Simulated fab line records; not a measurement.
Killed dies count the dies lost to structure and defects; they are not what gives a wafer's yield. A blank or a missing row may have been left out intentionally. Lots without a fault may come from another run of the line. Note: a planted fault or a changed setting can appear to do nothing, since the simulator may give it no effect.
A sampling plan put to the test / flow sky130 / 52 faults told of in these records, all on one fab line, each judged by the records of the lots it struck
The plan is the line's own looks: the steps of the route at which a gauge or an inspection reads the wafer and doesn't change it. Where struck wafers have a number at a look and the file lists that look's usual mean and standard deviation on fault-free wafers, the look can be judged. Caught: the struck wafers' mean, at a look after the fault's first step, is 4 or more of those standard deviations (sigma) away from the usual mean. On the tool: the fault's steps, tested the same way using the tool's own readings. It also counts as caught if the struck wafers ran another recipe or if their record alone is blank.

## THE FAULTS, as the simulator had put them in
1. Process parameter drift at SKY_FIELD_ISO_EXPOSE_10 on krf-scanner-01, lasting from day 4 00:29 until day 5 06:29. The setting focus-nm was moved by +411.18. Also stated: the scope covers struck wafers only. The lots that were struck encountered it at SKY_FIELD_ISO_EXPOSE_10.
2. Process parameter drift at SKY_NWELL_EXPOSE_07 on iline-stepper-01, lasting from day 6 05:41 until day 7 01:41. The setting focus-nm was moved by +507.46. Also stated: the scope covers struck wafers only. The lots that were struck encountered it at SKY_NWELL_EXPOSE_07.
3. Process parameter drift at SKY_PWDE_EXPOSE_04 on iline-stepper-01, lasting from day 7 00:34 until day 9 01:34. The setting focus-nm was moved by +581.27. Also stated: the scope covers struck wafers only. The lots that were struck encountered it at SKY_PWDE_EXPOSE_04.
4. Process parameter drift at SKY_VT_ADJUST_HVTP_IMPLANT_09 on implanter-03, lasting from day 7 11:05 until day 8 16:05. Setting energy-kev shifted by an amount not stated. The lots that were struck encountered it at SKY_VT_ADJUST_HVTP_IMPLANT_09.
5. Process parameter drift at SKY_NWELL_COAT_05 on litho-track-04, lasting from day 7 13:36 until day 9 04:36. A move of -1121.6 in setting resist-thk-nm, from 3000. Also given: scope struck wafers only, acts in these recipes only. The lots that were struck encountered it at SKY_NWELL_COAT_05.
6. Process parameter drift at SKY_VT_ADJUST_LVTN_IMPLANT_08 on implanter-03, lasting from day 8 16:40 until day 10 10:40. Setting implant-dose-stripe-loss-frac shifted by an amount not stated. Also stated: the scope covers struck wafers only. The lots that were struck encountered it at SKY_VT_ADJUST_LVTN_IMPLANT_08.
7. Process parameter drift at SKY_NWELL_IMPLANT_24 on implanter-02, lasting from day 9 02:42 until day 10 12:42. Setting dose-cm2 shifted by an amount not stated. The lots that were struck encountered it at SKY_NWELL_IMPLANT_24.
8. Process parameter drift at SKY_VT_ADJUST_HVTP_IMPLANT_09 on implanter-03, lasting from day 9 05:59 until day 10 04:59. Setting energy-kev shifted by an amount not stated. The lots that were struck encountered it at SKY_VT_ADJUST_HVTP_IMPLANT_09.
9. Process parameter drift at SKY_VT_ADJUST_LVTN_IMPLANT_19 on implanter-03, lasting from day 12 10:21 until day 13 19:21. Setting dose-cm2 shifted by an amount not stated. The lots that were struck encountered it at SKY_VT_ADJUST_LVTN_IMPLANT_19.
10. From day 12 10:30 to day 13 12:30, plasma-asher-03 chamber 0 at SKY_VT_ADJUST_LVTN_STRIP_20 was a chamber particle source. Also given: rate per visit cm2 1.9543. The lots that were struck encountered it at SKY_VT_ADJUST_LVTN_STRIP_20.
11. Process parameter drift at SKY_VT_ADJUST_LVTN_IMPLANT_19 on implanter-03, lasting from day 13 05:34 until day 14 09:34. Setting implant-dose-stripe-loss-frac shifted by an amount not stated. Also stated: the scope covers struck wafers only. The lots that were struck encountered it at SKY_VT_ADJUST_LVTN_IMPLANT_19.
12. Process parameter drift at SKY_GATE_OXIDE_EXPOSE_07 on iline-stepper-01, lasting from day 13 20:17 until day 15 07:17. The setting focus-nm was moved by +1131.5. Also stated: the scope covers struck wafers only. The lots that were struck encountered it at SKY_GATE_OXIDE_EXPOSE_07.
13. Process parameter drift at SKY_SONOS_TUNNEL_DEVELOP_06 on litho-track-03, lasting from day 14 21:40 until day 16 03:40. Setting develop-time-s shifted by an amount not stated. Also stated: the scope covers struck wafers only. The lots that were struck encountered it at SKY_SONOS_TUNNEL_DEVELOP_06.
14. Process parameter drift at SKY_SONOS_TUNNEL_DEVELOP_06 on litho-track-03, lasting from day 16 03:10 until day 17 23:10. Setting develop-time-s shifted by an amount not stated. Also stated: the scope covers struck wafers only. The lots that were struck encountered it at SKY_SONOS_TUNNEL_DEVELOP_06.
15. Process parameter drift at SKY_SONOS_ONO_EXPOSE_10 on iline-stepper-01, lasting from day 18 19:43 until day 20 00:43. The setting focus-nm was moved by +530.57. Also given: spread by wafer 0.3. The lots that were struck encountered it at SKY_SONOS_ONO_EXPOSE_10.
16. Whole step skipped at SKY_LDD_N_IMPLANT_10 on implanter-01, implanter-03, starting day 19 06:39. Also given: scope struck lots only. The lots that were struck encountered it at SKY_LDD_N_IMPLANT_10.
17. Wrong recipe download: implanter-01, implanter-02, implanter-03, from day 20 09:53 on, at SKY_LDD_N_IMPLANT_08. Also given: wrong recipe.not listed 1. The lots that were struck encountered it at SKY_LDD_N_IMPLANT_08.
18. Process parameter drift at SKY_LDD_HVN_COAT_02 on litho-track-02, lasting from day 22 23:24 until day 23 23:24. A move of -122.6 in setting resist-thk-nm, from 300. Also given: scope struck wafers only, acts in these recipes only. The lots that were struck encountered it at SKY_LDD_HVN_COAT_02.
19. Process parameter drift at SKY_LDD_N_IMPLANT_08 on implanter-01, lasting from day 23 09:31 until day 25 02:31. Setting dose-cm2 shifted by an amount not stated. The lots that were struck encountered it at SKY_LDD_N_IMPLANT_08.
20. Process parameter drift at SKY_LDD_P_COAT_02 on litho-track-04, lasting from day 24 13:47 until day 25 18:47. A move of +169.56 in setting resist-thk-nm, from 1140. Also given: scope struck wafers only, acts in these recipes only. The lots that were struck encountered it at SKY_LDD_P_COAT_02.
21. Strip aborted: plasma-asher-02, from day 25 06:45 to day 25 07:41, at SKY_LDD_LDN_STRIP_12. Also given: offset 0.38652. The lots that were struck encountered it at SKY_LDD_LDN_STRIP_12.
22. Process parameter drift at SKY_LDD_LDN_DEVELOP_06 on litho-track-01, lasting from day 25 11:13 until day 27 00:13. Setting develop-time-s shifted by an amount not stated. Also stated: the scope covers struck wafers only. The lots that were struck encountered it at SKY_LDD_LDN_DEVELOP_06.
23. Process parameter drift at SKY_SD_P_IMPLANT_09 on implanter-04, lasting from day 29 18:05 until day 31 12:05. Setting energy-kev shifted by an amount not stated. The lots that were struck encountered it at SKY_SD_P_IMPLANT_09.
24. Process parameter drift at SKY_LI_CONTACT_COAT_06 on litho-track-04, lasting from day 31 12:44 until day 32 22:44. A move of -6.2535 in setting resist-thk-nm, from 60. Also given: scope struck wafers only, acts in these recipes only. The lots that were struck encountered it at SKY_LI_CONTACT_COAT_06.
25. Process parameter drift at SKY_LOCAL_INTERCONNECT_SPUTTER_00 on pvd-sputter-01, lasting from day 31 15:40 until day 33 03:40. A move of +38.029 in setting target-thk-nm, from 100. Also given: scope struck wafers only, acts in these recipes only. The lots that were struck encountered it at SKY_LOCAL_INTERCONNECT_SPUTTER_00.
26. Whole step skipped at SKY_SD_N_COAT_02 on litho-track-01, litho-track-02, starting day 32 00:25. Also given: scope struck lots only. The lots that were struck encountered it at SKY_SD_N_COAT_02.
27. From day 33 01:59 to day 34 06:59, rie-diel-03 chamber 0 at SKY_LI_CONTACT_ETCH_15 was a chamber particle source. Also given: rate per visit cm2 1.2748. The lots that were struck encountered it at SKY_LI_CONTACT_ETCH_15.
28. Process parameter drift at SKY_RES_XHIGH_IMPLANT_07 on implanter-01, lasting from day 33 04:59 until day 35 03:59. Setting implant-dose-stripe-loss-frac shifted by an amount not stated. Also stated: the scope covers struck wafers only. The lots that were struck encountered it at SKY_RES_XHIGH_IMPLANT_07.
29. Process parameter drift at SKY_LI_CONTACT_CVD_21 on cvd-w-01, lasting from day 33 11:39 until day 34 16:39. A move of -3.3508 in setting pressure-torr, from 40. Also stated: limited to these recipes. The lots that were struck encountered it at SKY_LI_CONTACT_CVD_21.
30. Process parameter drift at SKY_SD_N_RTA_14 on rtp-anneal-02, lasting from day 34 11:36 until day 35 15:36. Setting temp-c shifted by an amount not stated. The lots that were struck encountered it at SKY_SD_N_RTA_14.
31. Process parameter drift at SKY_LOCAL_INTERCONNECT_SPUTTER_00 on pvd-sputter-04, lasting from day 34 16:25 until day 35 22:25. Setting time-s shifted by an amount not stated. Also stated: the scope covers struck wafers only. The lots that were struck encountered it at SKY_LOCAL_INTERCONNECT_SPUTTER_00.
32. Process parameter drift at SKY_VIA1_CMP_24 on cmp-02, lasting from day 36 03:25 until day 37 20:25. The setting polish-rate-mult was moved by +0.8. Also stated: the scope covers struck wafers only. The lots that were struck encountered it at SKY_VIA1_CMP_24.
33. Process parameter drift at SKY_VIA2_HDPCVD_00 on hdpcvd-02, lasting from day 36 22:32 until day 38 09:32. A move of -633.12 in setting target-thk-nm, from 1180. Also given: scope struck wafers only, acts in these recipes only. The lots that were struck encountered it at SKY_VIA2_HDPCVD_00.
34. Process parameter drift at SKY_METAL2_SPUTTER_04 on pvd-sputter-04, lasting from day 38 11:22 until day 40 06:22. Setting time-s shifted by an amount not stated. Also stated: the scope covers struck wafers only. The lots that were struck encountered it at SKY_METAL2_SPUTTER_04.
35. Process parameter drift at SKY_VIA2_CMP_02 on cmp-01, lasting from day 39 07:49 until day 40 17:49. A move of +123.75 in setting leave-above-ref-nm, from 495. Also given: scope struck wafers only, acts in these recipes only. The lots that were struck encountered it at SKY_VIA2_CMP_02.
36. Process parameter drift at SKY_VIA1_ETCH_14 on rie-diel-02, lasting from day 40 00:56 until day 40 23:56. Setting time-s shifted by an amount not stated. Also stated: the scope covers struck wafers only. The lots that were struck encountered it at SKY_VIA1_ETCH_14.
37. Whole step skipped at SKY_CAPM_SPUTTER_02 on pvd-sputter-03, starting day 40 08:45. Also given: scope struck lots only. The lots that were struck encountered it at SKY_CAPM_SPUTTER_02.
38. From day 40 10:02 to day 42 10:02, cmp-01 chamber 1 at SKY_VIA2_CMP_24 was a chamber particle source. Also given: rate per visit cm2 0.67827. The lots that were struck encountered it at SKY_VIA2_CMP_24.
39. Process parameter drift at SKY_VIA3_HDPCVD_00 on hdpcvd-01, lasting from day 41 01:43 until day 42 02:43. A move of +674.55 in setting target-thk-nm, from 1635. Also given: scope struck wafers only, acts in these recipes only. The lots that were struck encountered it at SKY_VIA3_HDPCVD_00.
40. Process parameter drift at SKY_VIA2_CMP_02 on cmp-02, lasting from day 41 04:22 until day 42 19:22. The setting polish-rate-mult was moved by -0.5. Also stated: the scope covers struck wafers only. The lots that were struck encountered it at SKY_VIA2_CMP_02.
41. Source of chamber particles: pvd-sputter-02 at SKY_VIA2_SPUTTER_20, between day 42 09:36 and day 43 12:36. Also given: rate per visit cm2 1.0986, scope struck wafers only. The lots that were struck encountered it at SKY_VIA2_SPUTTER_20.
42. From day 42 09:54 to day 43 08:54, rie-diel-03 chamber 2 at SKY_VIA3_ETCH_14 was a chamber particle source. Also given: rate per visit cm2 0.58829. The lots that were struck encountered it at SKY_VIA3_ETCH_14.
43. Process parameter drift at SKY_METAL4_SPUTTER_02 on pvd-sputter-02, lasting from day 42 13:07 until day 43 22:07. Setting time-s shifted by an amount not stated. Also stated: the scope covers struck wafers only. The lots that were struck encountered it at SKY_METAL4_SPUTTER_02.
44. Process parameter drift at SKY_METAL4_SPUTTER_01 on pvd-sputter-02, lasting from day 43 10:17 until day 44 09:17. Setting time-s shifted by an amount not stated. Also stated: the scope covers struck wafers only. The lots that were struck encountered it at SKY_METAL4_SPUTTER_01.
45. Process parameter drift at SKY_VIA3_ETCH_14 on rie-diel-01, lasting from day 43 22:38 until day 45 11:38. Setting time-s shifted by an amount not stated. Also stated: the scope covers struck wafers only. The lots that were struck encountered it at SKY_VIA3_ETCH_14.
46. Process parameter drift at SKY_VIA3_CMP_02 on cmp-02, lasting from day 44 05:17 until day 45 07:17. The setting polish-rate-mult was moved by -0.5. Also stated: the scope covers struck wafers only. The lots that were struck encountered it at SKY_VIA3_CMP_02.
47. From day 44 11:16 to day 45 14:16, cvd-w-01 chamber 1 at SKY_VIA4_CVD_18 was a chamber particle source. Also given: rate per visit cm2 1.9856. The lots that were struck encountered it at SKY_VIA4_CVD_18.
48. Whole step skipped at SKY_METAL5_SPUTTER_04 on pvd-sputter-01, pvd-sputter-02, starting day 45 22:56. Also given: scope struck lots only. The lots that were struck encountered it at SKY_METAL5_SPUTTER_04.
49. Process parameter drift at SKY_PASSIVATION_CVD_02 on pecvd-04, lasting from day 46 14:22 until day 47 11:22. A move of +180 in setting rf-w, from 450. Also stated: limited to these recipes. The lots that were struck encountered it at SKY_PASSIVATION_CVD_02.
50. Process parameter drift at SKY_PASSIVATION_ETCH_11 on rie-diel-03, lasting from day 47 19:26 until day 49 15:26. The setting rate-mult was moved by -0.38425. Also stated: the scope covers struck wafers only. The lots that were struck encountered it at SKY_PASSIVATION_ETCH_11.
51. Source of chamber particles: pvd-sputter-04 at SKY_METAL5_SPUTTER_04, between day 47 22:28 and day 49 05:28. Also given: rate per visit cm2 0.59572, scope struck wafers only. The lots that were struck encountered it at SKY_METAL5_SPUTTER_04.
52. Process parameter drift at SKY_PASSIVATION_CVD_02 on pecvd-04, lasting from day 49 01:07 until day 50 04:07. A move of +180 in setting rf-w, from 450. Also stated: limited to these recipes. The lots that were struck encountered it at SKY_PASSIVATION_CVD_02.

## WHAT THE PLAN SAW
fault=1; on the tool itself=no reading that can be judged; first look that catches it=SKY_FIELD_ISO_CD_MEAS_13; reading, sigma=cd-nm -41; median hours from its first step to that look=8.9; hours from the fault's start to the first struck lot there=25; judged looks passed uncaught=0
fault=2; on the tool itself=under 2 sigma; first look that catches it=none of the 6 looks that can be judged after it; reading, sigma=-; median hours from its first step to that look=-; hours from the fault's start to the first struck lot there=-; judged looks passed uncaught=6
fault=3; on the tool itself=no reading that can be judged; first look that catches it=none of the 5 looks that can be judged after it; reading, sigma=-; median hours from its first step to that look=-; hours from the fault's start to the first struck lot there=-; judged looks passed uncaught=5
fault=4; on the tool itself=beam-energy-keV +99 or beyond sigma; first look that catches it=no look after it can be judged; reading, sigma=-; median hours from its first step to that look=-; hours from the fault's start to the first struck lot there=-; judged looks passed uncaught=0
fault=5; on the tool itself=under 2 sigma; first look that catches it=not the one look that can be judged after it; reading, sigma=-; median hours from its first step to that look=-; hours from the fault's start to the first struck lot there=-; judged looks passed uncaught=1
fault=6; on the tool itself=no reading that can be judged; first look that catches it=SKY_VT_ADJUST_LVTN_TW_MEAS_10; reading, sigma=VT_ADJUST_LVTN_TW -4.9; median hours from its first step to that look=0.2; hours from the fault's start to the first struck lot there=1; judged looks passed uncaught=0
fault=7; on the tool itself=dose-ions-cm2 +99 or beyond sigma; first look that catches it=SKY_NWELL_TW_MEAS_26; reading, sigma=NWELL_2_TW +75; median hours from its first step to that look=0.2; hours from the fault's start to the first struck lot there=3; judged looks passed uncaught=0
fault=8; on the tool itself=beam-energy-keV +99 or beyond sigma; first look that catches it=none of the 2 looks that can be judged after it; reading, sigma=strongest: VT_ADJUST_HVTP_TW at SKY_VT_ADJUST_HVTP_TW_MEAS_11, +2.2; median hours from its first step to that look=-; hours from the fault's start to the first struck lot there=-; judged looks passed uncaught=2
fault=9; on the tool itself=dose-ions-cm2 -99 or beyond sigma; first look that catches it=SKY_VT_ADJUST_LVTN_TW_MEAS_21; reading, sigma=VT_ADJUST_LVTN_2_TW -45; median hours from its first step to that look=0.2; hours from the fault's start to the first struck lot there=8; judged looks passed uncaught=0
fault=10; on the tool itself=under 2 sigma; first look that catches it=no look after it can be judged; reading, sigma=-; median hours from its first step to that look=-; hours from the fault's start to the first struck lot there=-; judged looks passed uncaught=0
fault=11; on the tool itself=under 2 sigma; first look that catches it=SKY_VT_ADJUST_LVTN_TW_MEAS_21; reading, sigma=VT_ADJUST_LVTN_2_TW -6.6; median hours from its first step to that look=0.2; hours from the fault's start to the first struck lot there=6; judged looks passed uncaught=0
fault=12; on the tool itself=no reading that can be judged; first look that catches it=no look after it can be judged; reading, sigma=-; median hours from its first step to that look=-; hours from the fault's start to the first struck lot there=-; judged looks passed uncaught=0
fault=13; on the tool itself=under 2 sigma; first look that catches it=SKY_SONOS_TUNNEL_CD_MEAS_07; reading, sigma=cd-nm -6.8; median hours from its first step to that look=0.1; hours from the fault's start to the first struck lot there=3; judged looks passed uncaught=0
fault=14; on the tool itself=no reading that can be judged; first look that catches it=no look after it can be judged; reading, sigma=-; median hours from its first step to that look=-; hours from the fault's start to the first struck lot there=-; judged looks passed uncaught=0
fault=15; on the tool itself=no reading that can be judged; first look that catches it=SKY_SONOS_ONO_CD_MEAS_13; reading, sigma=cd-nm -14; median hours from its first step to that look=15.7; hours from the fault's start to the first struck lot there=25; judged looks passed uncaught=0
fault=16; on the tool itself=the tool's record is blank for the struck wafers; first look that catches it=SKY_LDD_N_TW_MEAS_17; reading, sigma=LDD_N_TW -6.4; median hours from its first step to that look=1.0; hours from the fault's start to the first struck lot there=13; judged looks passed uncaught=0
fault=17; on the tool itself=no reading that can be judged; first look that catches it=no look after it can be judged; reading, sigma=-; median hours from its first step to that look=-; hours from the fault's start to the first struck lot there=-; judged looks passed uncaught=0
fault=18; on the tool itself=no reading that can be judged; first look that catches it=none of the 2 looks that can be judged after it; reading, sigma=strongest: LDD_HVP_TW at SKY_LDD_HVP_TW_MEAS_10, +3.0; median hours from its first step to that look=-; hours from the fault's start to the first struck lot there=-; judged looks passed uncaught=2
fault=19; on the tool itself=dose-ions-cm2 +99 or beyond sigma; first look that catches it=SKY_LDD_N_TW_MEAS_17; reading, sigma=LDD_N_TW +17; median hours from its first step to that look=1.3; hours from the fault's start to the first struck lot there=18; judged looks passed uncaught=0
fault=20; on the tool itself=under 2 sigma; first look that catches it=SKY_LDD_P_CD_MEAS_07; reading, sigma=cd-nm -6.0; median hours from its first step to that look=14.9; hours from the fault's start to the first struck lot there=35; judged looks passed uncaught=0
fault=21; on the tool itself=oes-product-au +51 sigma; first look that catches it=no look after it can be judged; reading, sigma=-; median hours from its first step to that look=-; hours from the fault's start to the first struck lot there=-; judged looks passed uncaught=0
fault=22; on the tool itself=no reading that can be judged; first look that catches it=SKY_LDD_LDN_TW_MEAS_13; reading, sigma=LDD_LDN_TW -99 or beyond; median hours from its first step to that look=0.9; hours from the fault's start to the first struck lot there=5; judged looks passed uncaught=0
fault=23; on the tool itself=beam-energy-keV +99 or beyond sigma; first look that catches it=SKY_SD_P_TW_MEAS_11; reading, sigma=SD_P_TW +5.2; median hours from its first step to that look=0.2; hours from the fault's start to the first struck lot there=15; judged looks passed uncaught=0
fault=24; on the tool itself=no reading that can be judged; first look that catches it=none of the 2 looks that can be judged after it; reading, sigma=-; median hours from its first step to that look=-; hours from the fault's start to the first struck lot there=-; judged looks passed uncaught=2
fault=25; on the tool itself=under 2 sigma; first look that catches it=SKY_LOCAL_INTERCONNECT_RS_MEAS_01; reading, sigma=LOCAL_INTERCONNECT_TIN_RS -23; median hours from its first step to that look=0.1; hours from the fault's start to the first struck lot there=4; judged looks passed uncaught=0
fault=26; on the tool itself=the tool's record is blank for the struck wafers; first look that catches it=no look after it can be judged; reading, sigma=-; median hours from its first step to that look=-; hours from the fault's start to the first struck lot there=-; judged looks passed uncaught=0
fault=27; on the tool itself=under 2 sigma; first look that catches it=no look after it can be judged; reading, sigma=-; median hours from its first step to that look=-; hours from the fault's start to the first struck lot there=-; judged looks passed uncaught=0
fault=28; on the tool itself=under 2 sigma; first look that catches it=SKY_SD_N_RS_MEAS_18; reading, sigma=RES_XHIGH_RS +23; median hours from its first step to that look=28.4; hours from the fault's start to the first struck lot there=29; judged looks passed uncaught=1
fault=29; on the tool itself=chamber-pressure-Torr -42 sigma; first look that catches it=SKY_LI_CONTACT_RS_MEAS_22; reading, sigma=LI_CONTACT_W_RS +4.6; median hours from its first step to that look=0.1; hours from the fault's start to the first struck lot there=6; judged looks passed uncaught=0
fault=30; on the tool itself=wafer_temp_C_max +32 sigma; first look that catches it=SKY_SD_N_RS_MEAS_16; reading, sigma=SD_N_RS -63; median hours from its first step to that look=0.2; hours from the fault's start to the first struck lot there=2; judged looks passed uncaught=0
fault=31; on the tool itself=under 2 sigma; first look that catches it=SKY_LOCAL_INTERCONNECT_RS_MEAS_01; reading, sigma=LOCAL_INTERCONNECT_TIN_RS -11; median hours from its first step to that look=0.1; hours from the fault's start to the first struck lot there=24; judged looks passed uncaught=0
fault=32; on the tool itself=time-to-endpoint-s -7.5 sigma; first look that catches it=no look after it can be judged; reading, sigma=-; median hours from its first step to that look=-; hours from the fault's start to the first struck lot there=-; judged looks passed uncaught=0
fault=33; on the tool itself=under 2 sigma; first look that catches it=SKY_VIA2_THK_MEAS_01; reading, sigma=VIA2_HDPCVD_THK -49; median hours from its first step to that look=0.1; hours from the fault's start to the first struck lot there=1; judged looks passed uncaught=0
fault=34; on the tool itself=under 2 sigma; first look that catches it=none of the 4 looks that can be judged after it; reading, sigma=strongest: METAL2_ALCU_THK at SKY_METAL2_THK_MEAS_06, -2.0; median hours from its first step to that look=-; hours from the fault's start to the first struck lot there=-; judged looks passed uncaught=4
fault=35; on the tool itself=under 2 sigma; first look that catches it=not the one look that can be judged after it; reading, sigma=-; median hours from its first step to that look=-; hours from the fault's start to the first struck lot there=-; judged looks passed uncaught=1
fault=36; on the tool itself=run-length-s -28 sigma; first look that catches it=not the one look that can be judged after it; reading, sigma=-; median hours from its first step to that look=-; hours from the fault's start to the first struck lot there=-; judged looks passed uncaught=1
fault=37; on the tool itself=the tool's record is blank for the struck wafers; first look that catches it=no look after it can be judged; reading, sigma=-; median hours from its first step to that look=-; hours from the fault's start to the first struck lot there=-; judged looks passed uncaught=0
fault=38; on the tool itself=under 2 sigma; first look that catches it=no look after it can be judged; reading, sigma=-; median hours from its first step to that look=-; hours from the fault's start to the first struck lot there=-; judged looks passed uncaught=0
fault=39; on the tool itself=no reading that can be judged; first look that catches it=SKY_VIA3_THK_MEAS_01; reading, sigma=VIA3_HDPCVD_THK +34; median hours from its first step to that look=0.2; hours from the fault's start to the first struck lot there=2; judged looks passed uncaught=0
fault=40; on the tool itself=under 2 sigma; first look that catches it=not the one look that can be judged after it; reading, sigma=-; median hours from its first step to that look=-; hours from the fault's start to the first struck lot there=-; judged looks passed uncaught=1
fault=41; on the tool itself=under 2 sigma; first look that catches it=not the one look that can be judged after it; reading, sigma=-; median hours from its first step to that look=-; hours from the fault's start to the first struck lot there=-; judged looks passed uncaught=1
fault=42; on the tool itself=under 2 sigma; first look that catches it=none of the 6 looks that can be judged after it; reading, sigma=-; median hours from its first step to that look=-; hours from the fault's start to the first struck lot there=-; judged looks passed uncaught=6
fault=43; on the tool itself=under 2 sigma; first look that catches it=no look after it can be judged; reading, sigma=-; median hours from its first step to that look=-; hours from the fault's start to the first struck lot there=-; judged looks passed uncaught=0
fault=44; on the tool itself=under 2 sigma; first look that catches it=no look after it can be judged; reading, sigma=-; median hours from its first step to that look=-; hours from the fault's start to the first struck lot there=-; judged looks passed uncaught=0
fault=45; on the tool itself=oes-product-au +30 sigma; first look that catches it=no look after it can be judged; reading, sigma=-; median hours from its first step to that look=-; hours from the fault's start to the first struck lot there=-; judged looks passed uncaught=0
fault=46; on the tool itself=under 2 sigma; first look that catches it=none of the 3 looks that can be judged after it; reading, sigma=strongest: VIA3_BOW at SKY_VIA3_BOW_MEAS_03, +3.0; median hours from its first step to that look=-; hours from the fault's start to the first struck lot there=-; judged looks passed uncaught=3
fault=47; on the tool itself=under 2 sigma; first look that catches it=no look after it can be judged; reading, sigma=-; median hours from its first step to that look=-; hours from the fault's start to the first struck lot there=-; judged looks passed uncaught=0
fault=48; on the tool itself=the tool's record is blank for the struck wafers; first look that catches it=SKY_METAL5_THK_MEAS_06; reading, sigma=METAL5_ALCU_THK +15; median hours from its first step to that look=0.2; hours from the fault's start to the first struck lot there=2; judged looks passed uncaught=0
fault=49; on the tool itself=rf-fwd-power-W +99 or beyond sigma; first look that catches it=SKY_PASSIVATION_THK_MEAS_03; reading, sigma=PASSIVATION_CVD_02_THK +8.2; median hours from its first step to that look=0.2; hours from the fault's start to the first struck lot there=5; judged looks passed uncaught=0
fault=50; on the tool itself=oes-product-au -31 sigma; first look that catches it=no look after it can be judged; reading, sigma=-; median hours from its first step to that look=-; hours from the fault's start to the first struck lot there=-; judged looks passed uncaught=0
fault=51; on the tool itself=under 2 sigma; first look that catches it=no look after it can be judged; reading, sigma=-; median hours from its first step to that look=-; hours from the fault's start to the first struck lot there=-; judged looks passed uncaught=0
fault=52; on the tool itself=rf-fwd-power-W +99 or beyond sigma; first look that catches it=SKY_PASSIVATION_THK_MEAS_03; reading, sigma=PASSIVATION_CVD_02_THK +7.4; median hours from its first step to that look=0.4; hours from the fault's start to the first struck lot there=2; judged looks passed uncaught=0
A dash: this means the fault isn't caught or the number doesn't appear in these records.

Caught at a look: 22 of 52. Caught on the tool: 19 of 52. By one or the other: 31 of 52.
On the tool alone, faults 4, 8, 21, 26, 32, 36, 37, 45, 50 were caught.
Caught at a look alone: faults 1, 6, 11, 13, 15, 20, 22, 25, 28, 31, 33, 39.
Caught by neither: faults 2, 3, 5, 10, 12, 14, 17, 18, 24, 27, 34, 35, 38, 40, 41, 42, 43, 44, 46, 47, 51.

## THINNER SAMPLING
Were the look that catches a fault to measure just every second or every third lot (counted by lot number), the first struck lot would, at worst, be measured this late:
fault=1; struck lots at that look, in order of time=L470; every lot=25 h; every second lot=may miss it; every third lot=may miss it
fault=6; struck lots at that look, in order of time=L717, L720; every lot=1 h; every second lot=19 h; every third lot=may miss all 2
fault=7; struck lots at that look, in order of time=L264, L266; every lot=3 h; every second lot=may miss all 2; every third lot=may miss all 2
fault=9; struck lots at that look, in order of time=L494, L495; every lot=8 h; every second lot=13 h; every third lot=may miss all 2
fault=11; struck lots at that look, in order of time=L817, L818; every lot=6 h; every second lot=11 h; every third lot=may miss all 2
fault=13; struck lots at that look, in order of time=L512, L513; every lot=3 h; every second lot=12 h; every third lot=may miss all 2
fault=15; struck lots at that look, in order of time=L380, L381; every lot=25 h; every second lot=32 h; every third lot=may miss all 2
fault=16; struck lots at that look, in order of time=L123, L124, L125; every lot=13 h; every second lot=14 h; every third lot=21 h
fault=19; struck lots at that look, in order of time=L944, L947; every lot=18 h; every second lot=41 h; every third lot=may miss all 2
fault=20; struck lots at that look, in order of time=L658; every lot=35 h; every second lot=may miss it; every third lot=may miss it
fault=22; struck lots at that look, in order of time=L974, L975; every lot=5 h; every second lot=12 h; every third lot=may miss all 2
fault=23; struck lots at that look, in order of time=L644, L645; every lot=15 h; every second lot=41 h; every third lot=may miss all 2
fault=25; struck lots at that look, in order of time=L894, L897; every lot=4 h; every second lot=27 h; every third lot=may miss all 2
fault=28; struck lots at that look, in order of time=L640; every lot=29 h; every second lot=may miss it; every third lot=may miss it
fault=29; struck lots at that look, in order of time=L954, L955; every lot=6 h; every second lot=10 h; every third lot=may miss all 2
fault=30; struck lots at that look, in order of time=L224, L227; every lot=2 h; every second lot=12 h; every third lot=may miss all 2
fault=31; struck lots at that look, in order of time=L859; every lot=24 h; every second lot=may miss it; every third lot=may miss it
fault=33; struck lots at that look, in order of time=L311; every lot=1 h; every second lot=may miss it; every third lot=may miss it
fault=39; struck lots at that look, in order of time=L196, L198; every lot=2 h; every second lot=may miss all 2; every third lot=may miss all 2
fault=48; struck lots at that look, in order of time=L768, L769; every lot=2 h; every second lot=5 h; every third lot=may miss all 2
fault=49; struck lots at that look, in order of time=L847, L849; every lot=5 h; every second lot=may miss all 2; every third lot=may miss all 2
fault=52; struck lots at that look, in order of time=L136, L137; every lot=2 h; every second lot=5 h; every third lot=may miss all 2
Hours are from the fault's start to the first struck lot that is measured. Since the struck wafers were tested as one group against 4 sigma, a single lot by itself may lie under the limit. Other struck lots may not be in these records.

## THE LONGEST TIMED WAY FROM STEP TO LOOK
Fault 28: the median time between SKY_RES_XHIGH_IMPLANT_07 and SKY_SD_N_RS_MEAS_18 is 28.4 hours. The look between them that can be judged stayed within 4 sigma: SKY_SD_N_TW_MEAS_12.
